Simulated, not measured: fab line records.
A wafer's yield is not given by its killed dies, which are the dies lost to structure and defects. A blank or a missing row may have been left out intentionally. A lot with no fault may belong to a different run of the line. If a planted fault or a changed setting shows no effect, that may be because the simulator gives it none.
Chamber matching	flow sky130	SKY_VIA4_CMP_21 on cmp-02: 4 sister chambers
The step polishes, stops on SiO2, t overpolish 25 s, target thk 0 nm. 18 wafers are shown with their chamber, then 9 later ones without.

## WAFERS WITH THEIR CHAMBER
wafer	chamber	motor_current_A (A)	time_to_endpoint_s (s)	overpolish_run_s (s)
L083.1	3	12.3	122	24.991
L083.5	0	10.8	106	24.986
L083.6	3	12.8	120	25.008
L085.1	0	10.9	107	25.007
L085.4	3	13.2	125	24.999
L085.6	3	12.4	121	24.986
L087.1	3	13.0	121	24.988
L087.3	1	9.6	123	25.003
L087.6	0	11.2	110	24.997
L088.2	2	14.5	113	24.998
L088.3	1	9.2	117	25.003
L088.4	3	12.7	124	25.017
L090.1	2	14.1	119	25.029
L090.4	0	11.3	113	24.989
L090.5	3	12.7	122	24.993
L091.2	0	10.7	113	24.996
L091.4	3	12.2	122	25.000
L091.6	3	12.4	119	25.002

SIGNATURES, as means of the wafers listed above
reading	chamber 0	chamber 1	chamber 2	chamber 3	scatter within a chamber
motor_current_A	10.980	9.400	14.300	12.633	0.308
time_to_endpoint_s	109.80	120.00	116.00	121.78	2.76
overpolish_run_s	24.99500	25.00300	25.01350	24.99822	0.0105
Rule: for a wafer and a chamber, the distance is found by dividing, reading by reading, the gap between the wafer's reading and the chamber's mean by the reading's scatter, squaring, summing and taking the root. If the next closest chamber is less than 2 further off than the closest, the wafer can't be placed; otherwise it belongs to the closest. The scatter is the square root of a quotient: the sum, over the shown wafers, of each reading's squared deviation from its chamber's mean, divided by wafers minus chambers.

## WAFERS WITHOUT THEIR CHAMBER
wafer	motor_current_A (A)	time_to_endpoint_s (s)	overpolish_run_s (s)
L092.1	13.3	112	24.992
L092.2	12.8	120	25.004
L092.4	11.0	111	24.983
L094.2	13.0	121	24.992
L094.3	14.1	116	25.003
L094.5	11.4	112	24.996
L096.1	9.5	126	25.010
L096.5	12.7	124	24.995
L096.6	14.3	116	25.019

## THE CHAMBER EACH PASSED THROUGH
wafer	from the rows above	in truth
L092.1	can't be placed: 2 or 3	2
L092.2	3	3
L092.4	0	0
L094.2	3	3
L094.3	2	2
L094.5	0	0
L096.1	1	1
L096.5	3	3
L096.6	2	2
8 of 9 placed correctly. Cannot be placed on the basis of these rows: 1; the candidates contain the true chamber in 1. Placed wrongly: 0.
